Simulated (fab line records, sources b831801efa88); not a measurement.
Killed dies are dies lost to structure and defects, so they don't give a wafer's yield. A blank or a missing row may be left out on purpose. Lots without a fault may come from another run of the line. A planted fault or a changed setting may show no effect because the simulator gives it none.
fab line records | flow sky130
record lots=5 wafers=15 last_day=50
route steps=708 shown FIELD_ISO@20 NWELL@32 DNWELL@35 PWDE@45
lots that met no fault: from a run of the same line without faults
start_h: hours from the record's first day to the start of the lot's first wafer shown | wait_h: hours since the lot's step before | " the same as in the row above | L1.1+2: a row that stands for several wafers | - no value, or no start given | * or withheld: withheld | < > ~ a bound
route shown NAME@n: a module of which the file shows steps, and the number in the route of the first | usual: mean/standard deviation of fault-free wafers | same: alike in all rows | chamber/n: place in a boat | sites: the reading at each site | _std_site: their standard deviation | _edge_site: outer sites' mean less inner sites' | radius_mm: how far each site lies from the wafer's centre | mask NAME#n: copy n | behind: the tool/chamber that last shaped the wafer | hold: why the lot was held/for how many hours/how that ended | device: the transistor (n, p or np) that didn't switch | end of line: the same wafers' tests at the end of the route | a step without rows: its recipe alone | killed: dies lost to structure and defects at the first sort, not the wafer's yield | map: a wafer's dies, x killed, . not, _ none there
set.NAME: the setting as run; set.NAME@STEP: as run at that earlier step | model.NAME: the simulator's own value behind a step, which no gauge read
lots at some steps of the route; a table a step, a row a wafer
services: from which hour (start_h, from the record's first day; less than 0 if before it) a tool's chamber was out of use, for how many hours, and why
## steps
# step SKY_FIELD_ISO_CLEAN_19
# recipe chemistry=SC1/SC2 mix=1:4:20 temp_c=70 time_s=150
# same time_s=150
# columns lot.wafer tool chamber start_h wait_h
L078.1+5+6 wet_bench-02 2 50.33 0.0
L081.1+3+5 wet_bench-02 2 66.62 0.0
L082.1+3+6 wet_bench-03 0 70.07 0.0
L083.1+3+6 wet_bench-02 3 74.95 0.0
L095.2+3+6 wet_bench-02 0 140.76 0.0
# step SKY_FIELD_ISO_CLEAN_20
# recipe chemistry=dHF time_s=20 dilution=100:1
# same time_s=20
# columns lot.wafer tool chamber start_h wait_h
L078.1+5+6 wet_bench-03 1 50.38 0.0
L081.1+3+5 wet_bench-03 0 66.67 0.0
L082.1+3+6 wet_bench-03 1 70.12 0.0
L083.1+3+6 wet_bench-01 0 75.00 0.0
L095.2+3+6 wet_bench-03 1 140.81 0.0
# step SKY_FIELD_ISO_WET_ETCH_21
# recipe chemistry=dHF dilution=100:1 target_depth_nm=20 dry=ipa_marangoni target=SiO2 temp_c=25 time_s=400
# same time_s=400
# columns lot.wafer tool chamber start_h wait_h
L078.1+5+6 wet_bench-01 3 50.39 0.0
L081.1+3+5 wet_bench-02 1 66.68 0.0
L082.1+3+6 wet_bench-03 0 70.13 0.0
L083.1+3+6 wet_bench-03 2 75.02 0.0
L095.2+3+6 wet_bench-01 3 140.83 0.0
# step SKY_FIELD_ISO_OXIDATION_22
# recipe temp_c=950 ambient=O2 stabilise_s=600 purge_s=300 target_thk_a=100 ox_time_s=623
# columns lot.wafer tool chamber start_h wait_h
L078.1+5+6 furnace-02 0 51.63 1.1
L081.1+3+5 furnace-01 0 66.80 0.0
L082.1+3+6 furnace-02 0 70.67 0.4
L083.1+3+6 furnace-01 0 75.84 0.7
L095.2+3+6 furnace-02 0 142.50 1.6
# step SKY_FIELD_ISO_THK_MEAS_23
# recipe reads=SiO2_of_FIELD_ISO_OXIDATION_22
# usual FIELD_ISO_OXIDATION_01_THK=10.03/0.17
# columns lot.wafer tool chamber start_h wait_h FIELD_ISO_OXIDATION_01_THK[nm]
L078.1 film_metro-03 - 52.80 0.0 10.03
L078.5 " - " " 10.18
L078.6 " - " " 10.11
L081.1 film_metro-01 - 67.97 0.0 9.79
L081.3 " - " " 9.90
L081.5 " - " " 9.88
L082.1 film_metro-03 - 71.84 0.0 10.08
L082.3 " - " " 10.33
L082.6 " - " " 10.14
L083.1 film_metro-01 - 77.01 0.0 10.08
L083.3 " - " " 10.09
L083.6 " - " " 10.09
L095.2 film_metro-01 - 143.69 0.0 10.05
L095.3 " - " " 9.90
L095.6 " - " " 10.00
# step SKY_FIELD_ISO_CVD_24
# recipe material=SiO2 target_thk_nm=595 temp_c=650 sigma_open_frac=0.3 time_s=99.2 sih4_flow_sccm=60 pressure_mtorr=6
# same time_s=99.2
# columns lot.wafer tool chamber start_h wait_h
L078.1+5+6 hdpcvd-02 0,0,1 52.87 0.1
L081.1+3+5 hdpcvd-02 0,1,1 68.03 0.1
L082.1+3+6 hdpcvd-02 2,1,2 71.90 0.1
L083.1+3+6 hdpcvd-02 1,2,1 77.07 0.1
L095.2+3+6 hdpcvd-02 1,0,1 143.74 0.0
# step SKY_FIELD_ISO_THK_MEAS_25
# recipe reads=SiO2_of_FIELD_ISO_CVD_24
# usual FIELD_ISO_CVD_24_THK=590/6
# columns lot.wafer tool chamber start_h wait_h FIELD_ISO_CVD_24_THK[nm]
L078.1 film_metro-02 - 52.94 0.0 579
L078.5 " - " " 571
L078.6 " - " " 577
L081.1 film_metro-03 - 68.10 0.0 580
L081.3 " - " " 589
L081.5 " - " " 579
L082.1 film_metro-02 - 71.98 0.0 593
L082.3 " - " " 581
L082.6 " - " " 593
L083.1 film_metro-02 - 77.14 0.0 591
L083.3 " - " " 596
L083.6 " - " " 585
L095.2 film_metro-02 - 143.82 0.0 593
L095.3 " - " " 593
L095.6 " - " " 598
# step SKY_FIELD_ISO_ANNEAL_26
# recipe temp_c=1000 time_s=1800 ambient=N2
# same time_s=1800
# columns lot.wafer tool chamber start_h wait_h
L078.1+5+6 furnace-01 0 53.46 0.5
L081.1+3+5 furnace-01 0 68.16 0.1
L082.1+3+6 furnace-02 0 72.04 0.1
L083.1+3+6 furnace-02 0 77.20 0.1
L095.2+3+6 furnace-02 0 143.87 0.0
# step SKY_FIELD_ISO_CMP_27
# recipe stop_on=Si3N4 t_overpolish_s=16 down_force_psi=4 platen_rpm=60 target_thk_nm=457.8 pad_velocity_m_s=0.94248
# usual edge_zone_pressure_frac=1.000/0.0047 motor_current_A=12.2/1.4 overpolish_run_s=15.999/0.0097 slurry_filter_dp_kPa=13.50/0.14 time_to_endpoint_s=114/4.2
# columns lot.wafer tool chamber start_h wait_h edge_zone_pressure_frac motor_current_A overpolish_run_s slurry_filter_dp_kPa time_to_endpoint_s
L078.1 cmp-02 0 55.06 0.1 0.995 13.7 16.005 13.49 111
L078.6 " 2 " " 1.000 12.6 15.988 13.53 105
L078.5 " 3 " " 1.003 15.9 16.000 13.55 112
L081.3 cmp-01 2 69.66 0.0 0.995 10.6 15.995 13.60 112
L081.1 " 0 " " 0.998 11.8 15.995 13.44 110
L081.5 " 3 " " 1.004 11.0 16.006 13.45 113
L082.1 cmp-01 0 73.54 0.0 1.001 12.5 15.987 13.82 109
L082.3 " 3 " " 0.997 11.3 15.992 13.42 111
L082.6 " 0 " " 0.996 12.4 15.993 13.26 115
L083.1 cmp-02 1 78.75 0.1 0.998 11.6 15.976 13.45 119
L083.3 " 3 " " 1.003 15.1 15.998 13.82 120
L083.6 " 1 " " 0.996 10.6 15.981 13.24 118
L095.3 cmp-02 0 145.42 0.1 0.998 13.2 16.001 13.54 116
L095.2 " 1 " " 0.998 11.0 16.001 13.86 115
L095.6 " 0 " " 0.995 13.9 16.008 13.37 116
# step SKY_FIELD_ISO_WET_ETCH_28
# recipe chemistry=dHF target_depth_nm=23.7 target=SiO2 dilution=10:1 temp_c=25 time_s=47
# same time_s=47
# columns lot.wafer tool chamber start_h wait_h
L078.1+5+6 wet_bench-01 2 55.26 0.1
L081.1+3+5 wet_bench-01 3 69.96 0.1
L082.1+3+6 wet_bench-01 3 73.84 0.2
L083.1+3+6 wet_bench-01 2 79.00 0.2
L095.2+3+6 wet_bench-03 1 145.67 0.1
# step SKY_FIELD_ISO_WET_ETCH_29
# recipe chemistry=H3PO4 target_depth_nm=160 target=Si3N4 temp_c=160 time_s=1825
# same time_s=1825
# columns lot.wafer tool chamber start_h wait_h
L078.1+5+6 wet_bench-01 3 55.28 0.0
L081.1+3+5 wet_bench-01 3 69.99 0.0
L082.1+3+6 wet_bench-03 0 73.86 0.0
L083.1+3+6 wet_bench-02 1 79.02 0.0
L095.2+3+6 wet_bench-02 1 145.69 0.0
# step SKY_FIELD_ISO_WET_ETCH_30
# recipe chemistry=dHF target_depth_nm=25 target=SiO2 dilution=10:1 temp_c=25 time_s=50
# same time_s=50
# columns lot.wafer tool chamber start_h wait_h
L078.1+5+6 wet_bench-03 2 55.80 0.0
L081.1+3+5 wet_bench-02 3 70.55 0.0
L082.1+3+6 wet_bench-02 3 74.37 0.0
L083.1+3+6 wet_bench-03 3 79.54 0.0
L095.2+3+6 wet_bench-03 3 146.20 0.0
# step SKY_NWELL_CLEAN_00
# recipe chemistry=SC1/SC2 mix=1:4:20 temp_c=70 time_s=150 dry=n2_spin
# same time_s=150
# columns lot.wafer tool chamber start_h wait_h
L078.1+5+6 wet_bench-02 0 55.82 0.0
L081.1+3+5 wet_bench-03 0 70.57 0.0
L082.1+3+6 wet_bench-01 0 74.39 0.0
L083.1+3+6 wet_bench-01 2 79.56 0.0
L095.2+3+6 wet_bench-01 0 146.23 0.0
# step SKY_NWELL_OXIDATION_01
# recipe temp_c=900 ambient=O2 stabilise_s=600 purge_s=300 target_thk_a=100 ox_time_s=1418
# columns lot.wafer tool chamber start_h wait_h
L078.1+5+6 furnace-02 0 57.14 1.3
L081.1+3+5 furnace-01 0 71.63 1.0
L082.1+3+6 furnace-01 0 74.44 0.0
L083.1+3+6 furnace-01 0 79.61 0.0
L095.2+3+6 furnace-02 0 146.88 0.6
# step SKY_NWELL_THK_MEAS_02
# recipe reads=SiO2_of_NWELL_OXIDATION_01
# usual NWELL_OXIDATION_THK=10.03/0.17
# columns lot.wafer tool chamber start_h wait_h NWELL_OXIDATION_THK[nm]
L078.1 film_metro-02 - 58.53 0.0 10.08
L078.5 " - " " 10.28
L078.6 " - " " 10.25
L081.1 film_metro-04 - 73.03 0.0 10.01
L081.3 " - " " 10.00
L081.5 " - " " 9.90
L082.1 film_metro-04 - 75.84 0.0 9.88
L082.3 " - " " 9.90
L082.6 " - " " 9.95
L083.1 film_metro-01 - 81.01 0.0 9.94
L083.3 " - " " 10.02
L083.6 " - " " 9.84
L095.2 film_metro-02 - 148.28 0.0 10.39
L095.3 " - " " 10.24
L095.6 " - " " 10.34
# step SKY_DNWELL_DEHYDRATE_00
# recipe temp_c=200 time_s=60
# same time_s=60
# columns lot.wafer tool chamber start_h wait_h
L078.1+5+6 litho_track-01 0 66.14 7.6
L081.1+3+5 litho_track-01 0 80.39 7.4
L082.1+3+6 litho_track-01 0 83.94 8.1
L083.1+3+6 litho_track-02 0 89.58 8.6
L095.2+3+6 litho_track-04 0 156.85 8.6
# step SKY_DNWELL_HMDS_01
# recipe prime_time_s=60 prime_temp_c=120
# columns lot.wafer tool chamber start_h wait_h
L078.1+5+6 litho_track-01 0 66.29 0.1
L081.1+3+5 litho_track-01 0 80.54 0.1
L082.1+3+6 litho_track-01 0 84.09 0.1
L083.1+3+6 litho_track-02 0 89.73 0.1
L095.2+3+6 litho_track-04 0 157.00 0.1
# step SKY_DNWELL_COAT_02
# recipe spin_rpm=2000 resist_thk_nm=3000
# columns lot.wafer tool chamber start_h wait_h
L078.1+5+6 litho_track-01 0 66.44 0.1
L081.1+3+5 litho_track-01 0 80.69 0.1
L082.1+3+6 litho_track-01 0 84.24 0.1
L083.1+3+6 litho_track-02 0 89.88 0.1
L095.2+3+6 litho_track-04 0 157.15 0.1
# step SKY_DNWELL_SOFTBAKE_03
# recipe temp_c=110 time_s=withheld
# columns lot.wafer tool chamber start_h wait_h
L078.1+5+6 litho_track-01 0 66.59 0.1
L081.1+3+5 litho_track-01 0 80.84 0.1
L082.1+3+6 litho_track-01 0 84.39 0.1
L083.1+3+6 litho_track-02 0 90.03 0.1
L095.2+3+6 litho_track-04 0 157.31 0.1
# step SKY_DNWELL_EXPOSE_04
# recipe mask_id=DNM na=0.57 target_cd_nm=3000 dose_mj=222
# usual exposure_dose_mJ_cm2=222.00/0.24 stage_vel_mm_s=499.97/0.3
# columns lot.wafer tool chamber start_h wait_h mask exposure_dose_mJ_cm2 stage_vel_mm_s
L078.1 iline_stepper-01 0 - - DNM#0 221.97 500.19
L078.5 " 0 " " DNM#0 222.10 500.04
L078.6 " 0 " " DNM#0 222.12 500.27
L081.1 iline_stepper-01 0 - - DNM#0 222.36 499.53
L081.3 " 0 " " DNM#0 222.26 499.48
L081.5 " 0 " " DNM#0 222.47 499.87
L082.1 iline_stepper-02 0 - - DNM#0 221.87 499.64
L082.3 " 0 " " DNM#0 222.38 499.47
L082.6 " 0 " " DNM#0 221.83 499.78
L083.1 iline_stepper-01 0 - - DNM#0 221.80 500.46
L083.3 " 0 " " DNM#0 221.98 500.50
L083.6 " 0 " " DNM#0 221.78 500.60
L095.2 iline_stepper-02 0 - - DNM#0 222.14 500.22
L095.3 " 0 " " DNM#0 221.88 500.00
L095.6 " 0 " " DNM#0 221.74 500.05
# step SKY_DNWELL_PEB_05
# recipe temp_c=115 time_s=withheld
# columns lot.wafer tool chamber start_h wait_h
L078.1+5+6 litho_track-01 0 - -
L081.1+3+5 litho_track-01 0 - -
L082.1+3+6 litho_track-01 0 - -
L083.1+3+6 litho_track-01 0 - -
L095.2+3+6 litho_track-02 0 - -
# step SKY_DNWELL_DEVELOP_06
# recipe wall_angle_deg=90 developer=TMAH develop_time_s=60 dev_temp_c=23
# columns lot.wafer tool chamber start_h wait_h
L078.1+5+6 litho_track-01 0 - -
L081.1+3+5 litho_track-01 0 - -
L082.1+3+6 litho_track-01 0 - -
L083.1+3+6 litho_track-01 0 - -
L095.2+3+6 litho_track-02 0 - -
# step SKY_DNWELL_IMPLANT_07
# recipe species=P energy_kev=withheld dose_cm2=withheld tilt_deg=withheld
# columns lot.wafer tool chamber start_h wait_h
L078.1+5+6 implanter-02 0 74.78 -
L081.1+3+5 implanter-02 0 90.19 -
L082.1+3+6 implanter-04 0 93.34 -
L083.1+3+6 implanter-02 0 98.69 -
L095.2+3+6 implanter-04 0 167.45 -
# step SKY_DNWELL_STRIP_08
# recipe chemistry=O2/N2 power_w=1400 pressure_mtorr=1500 platen_temp_c=withheld o2_flow_sccm=3000 n2_flow_sccm=300 overash_fraction=0.5
# usual drypump_motor_current_A=5.57/0.2 oes_product_au=0.723/0.0046 strip_time_to_endpoint_s=36.98/0.092
# columns lot.wafer tool chamber start_h wait_h drypump_motor_current_A oes_product_au rf_hours_counter_h strip_time_to_endpoint_s
L078.1 plasma_asher-04 0 74.93 0.1 5.67 0.720 41 36.89
L078.5 " 0 " " 5.69 0.727 - 36.90
L078.6 " 1 " " 5.42 0.720 - 36.83
L081.1 plasma_asher-04 1 90.34 0.1 5.45 0.721 42 36.96
L081.3 " 0 " " 5.69 0.724 - 37.10
L081.5 " 1 " " 5.41 0.733 - 37.10
L082.1 plasma_asher-01 0 93.49 0.1 5.46 0.721 42 37.11
L082.3 " 1 " " 5.94 0.720 - 37.12
L082.6 " 1 " " 5.98 0.724 - 37.10
L083.1 plasma_asher-04 1 98.84 0.1 5.43 0.729 43 36.90
L083.3 " 0 " " 5.65 0.727 - 37.02
L083.6 " 1 " " 5.41 0.719 - 36.99
L095.2 plasma_asher-04 0 167.58 0.1 5.68 0.726 5 36.99
L095.3 " 0 " " 5.69 0.717 - 37.00
L095.6 " 1 " " 5.41 0.722 - 36.95
# step SKY_DNWELL_TW_MEAS_09
# usual DNWELL_TW=1121/7.8
# columns lot.wafer tool chamber start_h wait_h DNWELL_TW
L078.1 film_metro-02 - 75.03 0.1 1123
L078.5 " - " " 1118
L078.6 " - " " 1121
L081.1 film_metro-04 - 90.44 0.1 1125
L081.3 " - " " 1133
L081.5 " - " " 1122
L082.1 film_metro-04 - 93.59 0.1 1124
L082.3 " - " " 1128
L082.6 " - " " 1124
L083.1 film_metro-04 - 98.94 0.1 1136
L083.3 " - " " 1129
L083.6 " - " " 1126
L095.2 film_metro-01 - 167.69 0.1 1126
L095.3 " - " " 1126
L095.6 " - " " 1127
# step SKY_PWDE_DEHYDRATE_00
# recipe temp_c=200 time_s=60
# same time_s=60
# columns lot.wafer tool chamber start_h wait_h
L078.1+5+6 litho_track-04 0 82.87 7.8
L081.1+3+5 litho_track-04 0 98.67 8.2
L082.1+3+6 litho_track-03 0 101.89 8.3
L083.1+3+6 litho_track-03 0 107.14 8.2
L095.2+3+6 litho_track-04 0 177.45 9.8
# step SKY_PWDE_HMDS_01
# recipe prime_time_s=60 prime_temp_c=120
# columns lot.wafer tool chamber start_h wait_h
L078.1+5+6 litho_track-04 0 83.02 0.1
L081.1+3+5 litho_track-04 0 98.82 0.1
L082.1+3+6 litho_track-03 0 102.04 0.1
L083.1+3+6 litho_track-03 0 107.29 0.1
L095.2+3+6 litho_track-04 0 177.60 0.1
# step SKY_PWDE_COAT_02
# recipe spin_rpm=2000 resist_thk_nm=3000
# columns lot.wafer tool chamber start_h wait_h
L078.1+5+6 litho_track-04 0 83.17 0.1
L081.1+3+5 litho_track-04 0 98.97 0.1
L082.1+3+6 litho_track-03 0 102.19 0.1
L083.1+3+6 litho_track-03 0 107.44 0.1
L095.2+3+6 litho_track-04 0 177.75 0.1
# step SKY_PWDE_SOFTBAKE_03
# recipe temp_c=110 time_s=withheld
# columns lot.wafer tool chamber start_h wait_h
L078.1+5+6 litho_track-04 0 83.32 0.1
L081.1+3+5 litho_track-04 0 99.12 0.1
L082.1+3+6 litho_track-03 0 102.34 0.1
L083.1+3+6 litho_track-03 0 107.59 0.1
L095.2+3+6 litho_track-04 0 177.91 0.1
# step SKY_PWDE_EXPOSE_04
# recipe mask_id=PWDEM na=0.6 source_shape=conventional sigma_outer=0.6 polarization=unpolarized target_cd_nm=840 dose_mj=214
# usual exposure_dose_mJ_cm2=213.98/0.22 stage_vel_mm_s=500.01/0.24
# columns lot.wafer tool chamber start_h wait_h mask exposure_dose_mJ_cm2 stage_vel_mm_s
L078.1 iline_stepper-01 0 - - PWDEM#0 213.90 499.57
L078.5 " 0 " " PWDEM#0 213.73 500.02
L078.6 " 0 " " PWDEM#0 214.14 499.74
L081.1 iline_stepper-01 0 - - PWDEM#0 213.56 499.97
L081.3 " 0 " " PWDEM#0 213.91 500.32
L081.5 " 0 " " PWDEM#0 213.69 500.22
L082.1 iline_stepper-02 0 - - PWDEM#0 213.88 500.26
L082.3 " 0 " " PWDEM#0 213.93 499.50
L082.6 " 0 " " PWDEM#0 213.61 500.16
L083.1 iline_stepper-01 0 - - PWDEM#0 213.96 499.94
L083.3 " 0 " " PWDEM#0 213.97 499.59
L083.6 " 0 " " PWDEM#0 213.74 500.10
L095.2 iline_stepper-02 0 - - PWDEM#0 214.10 499.66
L095.3 " 0 " " PWDEM#0 213.99 500.09
L095.6 " 0 " " PWDEM#0 214.07 499.89
# step SKY_PWDE_PEB_05
# recipe temp_c=115 time_s=withheld
# columns lot.wafer tool chamber start_h wait_h
L078.1+5+6 litho_track-03 0 - -
L081.1+3+5 litho_track-03 0 - -
L082.1+3+6 litho_track-03 0 - -
L083.1+3+6 litho_track-03 0 - -
L095.2+3+6 litho_track-02 0 - -
# step SKY_PWDE_DEVELOP_06
# recipe wall_angle_deg=90 developer=TMAH develop_time_s=60 dev_temp_c=23
# columns lot.wafer tool chamber start_h wait_h
L078.1+5+6 litho_track-03 0 - -
L081.1+3+5 litho_track-03 0 - -
L082.1+3+6 litho_track-03 0 - -
L083.1+3+6 litho_track-03 0 - -
L095.2+3+6 litho_track-02 0 - -
# step SKY_PWDE_OVL_MEAS_07
# usual PWDE_OVL=-0.9/1.3
# columns lot.wafer tool chamber start_h wait_h PWDE_OVL[nm]
L078.1 overlay-01 - 92.19 - -0.1
L078.5 " - " " -0.1
L078.6 " - " " -2.3
L081.1 overlay-01 - 108.74 - -0.3
L081.3 " - " " -0.5
L081.5 " - " " 0.9
L082.1 overlay-01 - 111.24 - -1.5
L082.3 " - " " -2.5
L082.6 " - " " 1.9
L083.1 overlay-01 - 116.79 - -1.3
L083.3 " - " " -2.6
L083.6 " - " " 0.7
L095.2 overlay-01 - 188.88 - -1.7
L095.3 " - " " -0.9
L095.6 " - " " -2.1
# step SKY_PWDE_IMPLANT_08
# recipe species=B energy_kev=150 dose_cm2=3.6e+12 tilt_deg=withheld
# columns lot.wafer tool chamber start_h wait_h
L078.1+5+6 implanter-02 0 92.23 0.0
L081.1+3+5 implanter-02 0 108.78 0.0
L082.1+3+6 implanter-02 0 111.28 0.0
L083.1+3+6 implanter-03 0 116.83 0.0
L095.2+3+6 implanter-01 0 188.94 0.0
# step SKY_PWDE_STRIP_09
# recipe chemistry=O2/N2 power_w=1400 pressure_mtorr=1500 platen_temp_c=withheld o2_flow_sccm=3000 n2_flow_sccm=300 overash_fraction=0.5
# usual drypump_motor_current_A=5.66/0.17 oes_product_au=0.723/0.0049 strip_time_to_endpoint_s=36.95/0.12
# columns lot.wafer tool chamber start_h wait_h drypump_motor_current_A oes_product_au rf_hours_counter_h strip_time_to_endpoint_s
L078.1 plasma_asher-01 1 92.38 0.1 5.98 0.712 42 36.97
L078.5 " 0 " " 5.48 0.718 - 37.01
L078.6 " 1 " " 5.95 0.720 - 36.97
L081.1 plasma_asher-03 1 108.93 0.1 5.68 0.725 41 37.00
L081.3 " 0 " " 5.63 0.730 - 36.91
L081.5 " 0 " " 5.61 0.718 - 36.88
L082.1 plasma_asher-01 0 111.43 0.1 5.44 0.726 45 37.11
L082.3 " 1 " " 5.96 0.718 - 37.06
L082.6 " 1 " " 5.95 0.722 - 36.95
L083.1 plasma_asher-03 1 116.98 0.1 5.66 0.729 42 36.93
L083.3 " 1 " " 5.64 0.717 - 36.98
L083.6 " 1 " " 5.66 0.722 - 37.02
L095.2 plasma_asher-04 0 189.06 0.1 5.68 0.722 7 36.79
L095.3 " 0 " " 5.68 0.720 - 36.88
L095.6 " 0 " " 5.67 0.723 - 36.99
# step SKY_PWDE_TW_MEAS_10
# usual PWDE_TW=376.1/2.6
# columns lot.wafer tool chamber start_h wait_h PWDE_TW
L078.1 film_metro-01 - 92.48 0.1 377.6
L078.5 " - " " 376.6
L078.6 " - " " 375.5
L081.1 film_metro-02 - 109.03 0.1 372.3
L081.3 " - " " 371.2
L081.5 " - " " 372.4
L082.1 film_metro-02 - 111.53 0.1 370.5
L082.3 " - " " 370.3
L082.6 " - " " 371.8
L083.1 film_metro-01 - 117.08 0.1 377.0
L083.3 " - " " 376.1
L083.6 " - " " 377.1
L095.2 film_metro-04 - 189.17 0.1 378.7
L095.3 " - " " 376.3
L095.6 " - " " 374.7
# step SKY_NWELL_DEHYDRATE_03
# recipe temp_c=200 time_s=60
# same time_s=60
# columns lot.wafer tool chamber start_h wait_h
L078.1+5+6 litho_track-01 0 100.94 8.4
L081.1+3+5 litho_track-04 0 117.27 8.2
L082.1+3+6 litho_track-01 0 120.39 8.8
L083.1+3+6 litho_track-04 0 125.82 8.7
L095.2+3+6 litho_track-01 0 199.31 10.1
# step SKY_NWELL_HMDS_04
# recipe prime_time_s=60 prime_temp_c=120
# columns lot.wafer tool chamber start_h wait_h
L078.1+5+6 litho_track-01 0 101.09 0.1
L081.1+3+5 litho_track-04 0 117.42 0.1
L082.1+3+6 litho_track-01 0 120.54 0.1
L083.1+3+6 litho_track-04 0 125.97 0.1
L095.2+3+6 litho_track-01 0 199.46 0.1
# step SKY_NWELL_COAT_05
# recipe spin_rpm=2000 resist_thk_nm=3000
# columns lot.wafer tool chamber start_h wait_h
L078.1+5+6 litho_track-01 0 101.24 0.1
L081.1+3+5 litho_track-04 0 117.57 0.1
L082.1+3+6 litho_track-01 0 120.69 0.1
L083.1+3+6 litho_track-04 0 126.12 0.1
L095.2+3+6 litho_track-01 0 199.61 0.1
# step SKY_NWELL_SOFTBAKE_06
# recipe temp_c=110 time_s=withheld
# columns lot.wafer tool chamber start_h wait_h
L078.1+5+6 litho_track-01 0 101.39 0.1
L081.1+3+5 litho_track-04 0 117.72 0.1
L082.1+3+6 litho_track-01 0 120.84 0.1
L083.1+3+6 litho_track-04 0 126.27 0.1
L095.2+3+6 litho_track-01 0 199.77 0.1
# step SKY_NWELL_EXPOSE_07
# recipe mask_id=NWM na=0.6 source_shape=conventional sigma_outer=0.6 polarization=unpolarized target_cd_nm=840 dose_mj=255
# usual exposure_dose_mJ_cm2=255.0/0.31 stage_vel_mm_s=499.99/0.26
# columns lot.wafer tool chamber start_h wait_h mask exposure_dose_mJ_cm2 stage_vel_mm_s
L078.1 iline_stepper-02 0 - - NWM#0 255.2 499.58
L078.5 " 0 " " NWM#0 254.8 499.82
L078.6 " 0 " " NWM#0 255.1 500.19
L081.1 iline_stepper-01 0 - - NWM#0 254.6 499.97
L081.3 " 0 " " NWM#0 254.9 500.04
L081.5 " 0 " " NWM#0 254.5 500.12
L082.1 iline_stepper-02 0 - - NWM#0 255.4 499.96
L082.3 " 0 " " NWM#0 255.2 500.10
L082.6 " 0 " " NWM#0 255.6 499.87
L083.1 iline_stepper-02 0 - - NWM#0 255.1 499.70
L083.3 " 0 " " NWM#0 254.9 500.28
L083.6 " 0 " " NWM#0 255.2 500.06
L095.2 iline_stepper-02 0 - - NWM#0 255.1 499.49
L095.3 " 0 " " NWM#0 254.7 499.66
L095.6 " 0 " " NWM#0 255.1 499.64
# step SKY_NWELL_PEB_08
# recipe temp_c=115 time_s=withheld
# columns lot.wafer tool chamber start_h wait_h
L078.1+5+6 litho_track-01 0 - -
L081.1+3+5 litho_track-04 0 - -
L082.1+3+6 litho_track-01 0 - -
L083.1+3+6 litho_track-04 0 - -
L095.2+3+6 litho_track-03 0 - -
# step SKY_NWELL_DEVELOP_09
# recipe wall_angle_deg=90 developer=TMAH develop_time_s=60 dev_temp_c=23
# columns lot.wafer tool chamber start_h wait_h
L078.1+5+6 litho_track-01 0 - -
L081.1+3+5 litho_track-04 0 - -
L082.1+3+6 litho_track-01 0 - -
L083.1+3+6 litho_track-04 0 - -
L095.2+3+6 litho_track-03 0 - -
# step SKY_NWELL_OVL_MEAS_10
# usual NWELL_00_OVL=0.2/1.5
# columns lot.wafer tool chamber start_h wait_h NWELL_00_OVL[nm]
L078.1 overlay-01 - 110.34 - 2.4
L078.5 " - " " 0.0
L078.6 " - " " 0.8
L081.1 overlay-02 - 127.17 - -0.3
L081.3 " - " " -1.4
L081.5 " - " " -0.3
L082.1 overlay-01 - 130.19 - 3.0
L082.3 " - " " 2.6
L082.6 " - " " 3.0
L083.1 overlay-01 - 135.47 - 2.1
L083.3 " - " " -0.8
L083.6 " - " " 4.6
L095.2 overlay-01 - 211.00 - 0.7
L095.3 " - " " -0.4
L095.6 " - " " 2.5
# step SKY_NWELL_IMPLANT_11
# recipe species=P energy_kev=400 dose_cm2=1.9e+13 tilt_deg=withheld
# columns lot.wafer tool chamber start_h wait_h
L078.1+5+6 implanter-03 0 110.37 0.0
L081.1+3+5 implanter-04 0 127.21 0.0
L082.1+3+6 implanter-03 0 130.22 0.0
L083.1+3+6 implanter-03 0 135.51 0.0
L095.2+3+6 implanter-01 0 211.05 0.0
# step SKY_NWELL_IMPLANT_12
# recipe species=P energy_kev=120 dose_cm2=1.3e+12 tilt_deg=withheld
# columns lot.wafer tool chamber start_h wait_h
L078.1+5+6 implanter-03 0 110.52 0.1
L081.1+3+5 implanter-04 0 127.36 0.1
L082.1+3+6 implanter-03 0 130.37 0.1
L083.1+3+6 implanter-03 0 135.66 0.1
L095.2+3+6 implanter-01 0 211.20 0.1
# step SKY_NWELL_IMPLANT_13
# recipe species=P energy_kev=50 dose_cm2=7e+11 tilt_deg=withheld
# columns lot.wafer tool chamber start_h wait_h
L078.1+5+6 implanter-03 0 110.67 0.1
L081.1+3+5 implanter-04 0 127.51 0.1
L082.1+3+6 implanter-03 0 130.52 0.1
L083.1+3+6 implanter-03 0 135.81 0.1
L095.2+3+6 implanter-01 0 211.35 0.1
# step SKY_NWELL_STRIP_14
# recipe chemistry=O2/N2 power_w=1400 pressure_mtorr=1500 platen_temp_c=withheld o2_flow_sccm=3000 n2_flow_sccm=300 overash_fraction=0.5
# usual drypump_motor_current_A=5.64/0.17 oes_product_au=0.722/0.0046 strip_time_to_endpoint_s=36.97/0.1
# columns lot.wafer tool chamber start_h wait_h drypump_motor_current_A oes_product_au rf_hours_counter_h strip_time_to_endpoint_s
L078.1 plasma_asher-01 1 110.82 0.1 5.91 0.721 44 36.93
L078.5 " 1 " " 5.96 0.720 - 36.92
L078.6 " 0 " " 5.45 0.727 - 37.11
L081.1 plasma_asher-03 1 127.66 0.1 5.67 0.726 43 36.79
L081.3 " 0 " " 5.62 0.727 - 36.81
L081.5 " 0 " " 5.60 0.722 - 36.91
L082.1 plasma_asher-02 1 130.67 0.1 5.59 0.726 31 36.86
L082.3 " 1 " " 5.59 0.729 - 36.92
L082.6 " 1 " " 5.59 0.727 - 36.80
L083.1 plasma_asher-03 0 135.96 0.1 5.63 0.718 44 36.90
L083.3 " 1 " " 5.69 0.727 - 37.01
L083.6 " 0 " " 5.63 0.720 - 36.98
L095.2 plasma_asher-03 0 211.48 0.1 5.61 0.721 52 37.00
L095.3 " 0 " " 5.64 0.729 - 37.06
L095.6 " 1 " " 5.69 0.717 - 37.10
## services
# columns tool chamber start_h hours kind
hdpcvd-02 - 27.80 1.0 repair
cmp-02 - 33.78 2.4 pm
plasma_asher-01 - 34.37 2.2 repair
furnace-01 - 37.22 3.5 pm
implanter-01 - 46.58 113.5 pm
cmp-02 - 55.52 4.4 repair
iline_stepper-01 - 67.61 4.4 pm
implanter-03 - 67.90 14.7 pm
implanter-02 - 70.49 2.0 repair
implanter-02 - 100.37 0.7 repair
furnace-02 - 106.63 3.2 pm
plasma_asher-04 - 108.75 9.0 pm
plasma_asher-04 - 114.03 2.4 repair
iline_stepper-02 - 128.63 1.7 pm
implanter-03 - 137.55 5.6 pm
iline_stepper-02 - 143.20 2.1 pm
iline_stepper-01 - 145.32 1.7 pm
hdpcvd-02 - 158.33 5.8 repair
implanter-01 - 160.12 2.7 pm
iline_stepper-02 - 160.84 10.6 repair
implanter-03 - 172.11 3.2 repair
plasma_asher-01 - 189.02 2.8 pm
furnace-01 - 204.56 3.2 pm
plasma_asher-01 - 206.80 1.6 repair
## key
fault none
